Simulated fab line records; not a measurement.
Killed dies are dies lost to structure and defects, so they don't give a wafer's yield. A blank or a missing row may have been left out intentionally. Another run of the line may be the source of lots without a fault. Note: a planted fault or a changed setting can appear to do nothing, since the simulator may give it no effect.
2 desks, one fault || flow gf180mcu || what lay behind the numbers comes last; until then each desk has only its own

DESK OF THE TOOL OWNER: lithoTrack-03
Per lot that ran on this tool, the mean of the sampled wafers carrying a number, from the tool's own readings at GF_VT_IMPLANT_SOFTBAKE_03 (time 60 s). Any lot whose mean is over 4 standard deviations away from the usual mean is out of limits and marked OUT; that distance is given in the brackets.
Columns: A = chillPlateTempC at GF_VT_IMPLANT_SOFTBAKE_03, usual 22.99 C; B = heaterPowerTotalW at GF_VT_IMPLANT_SOFTBAKE_03, usual 56.59 W; C = runLengthS at GF_VT_IMPLANT_SOFTBAKE_03, usual 89.11 s
{"lot": "L978", "first seen here": "day 7 05:13", "A": 23.04, "B": 56.60, "C": 89.14}
{"lot": "L984", "first seen here": "day 8 14:07", "A": 22.96, "B": 56.57, "C": 89.17}
{"lot": "L985", "first seen here": "day 8 20:37", "A": 22.95, "B": 56.64, "C": 89.16}
{"lot": "L987", "first seen here": "day 9 10:58", "A": 23.03, "B": "72.53 (+99 or more) OUT", "C": "57.34 (-99 or more) OUT"}
{"lot": "L988", "first seen here": "day 9 16:08", "A": 22.95, "B": "72.47 (+99 or more) OUT", "C": "57.29 (-99 or more) OUT"}
This desk's verdict: out of limits on L987, L988, starting with L987 at day 9 10:58 (heaterPowerTotalW at GF_VT_IMPLANT_SOFTBAKE_03). In limits: L978, L984, L985.

METROLOGY DESK
What the gauges read, lot by lot, whatever tool the lot ran on: means of the sampled wafers that have a number. Any lot whose mean is over 4 standard deviations away from the usual mean is out of limits and marked OUT; that distance is given in the brackets.
Columns: A = MVSD_OVL at GF_MVSD_OVL_MEAS_07, usual -1.0 nm
{"lot": "L973", "first seen here": "day 4 23:53", "A": -1.8}
{"lot": "L975", "first seen here": "day 5 09:07", "A": -1.3}
{"lot": "L976", "first seen here": "day 5 16:49", "A": -0.2}
{"lot": "L977", "first seen here": "day 5 21:32", "A": -0.6}
{"lot": "L978", "first seen here": "day 6 05:34", "A": -0.8}
{"lot": "L982", "first seen here": "day 7 01:55", "A": -0.9}
{"lot": "L984", "first seen here": "day 7 13:37", "A": -2.0}
{"lot": "L985", "first seen here": "day 7 19:26", "A": 0.7}
{"lot": "L987", "first seen here": "day 8 09:52", "A": 0.3}
{"lot": "L988", "first seen here": "day 8 14:08", "A": -1.7}
{"lot": "L990", "first seen here": "day 9 02:52", "A": -1.4}
{"lot": "L991", "first seen here": "day 9 04:11", "A": 0.8}
Finding of this desk: none of the 12 lots has anything out of limits.

BROUGHT TOGETHER
On L987, L988, at day 9 10:58, an alarm was possible from the tool owner's desk.
The metrology desk saw nothing out of limits.
The metrology desk has L987, L988 on record, within its limits.
On lithoTrack-03, each named lot ran GF_VT_IMPLANT_SOFTBAKE_03.

WHAT HAD BEEN PUT IN BY THE SIMULATOR
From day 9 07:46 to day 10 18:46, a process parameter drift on lithoTrack-03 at GF_VT_IMPLANT_SOFTBAKE_03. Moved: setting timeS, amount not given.
Struck lots among those shown: L987, L988.
Time in hours from fault onset to the first out-of-limits reading at each desk: the tool owner's desk, 3.
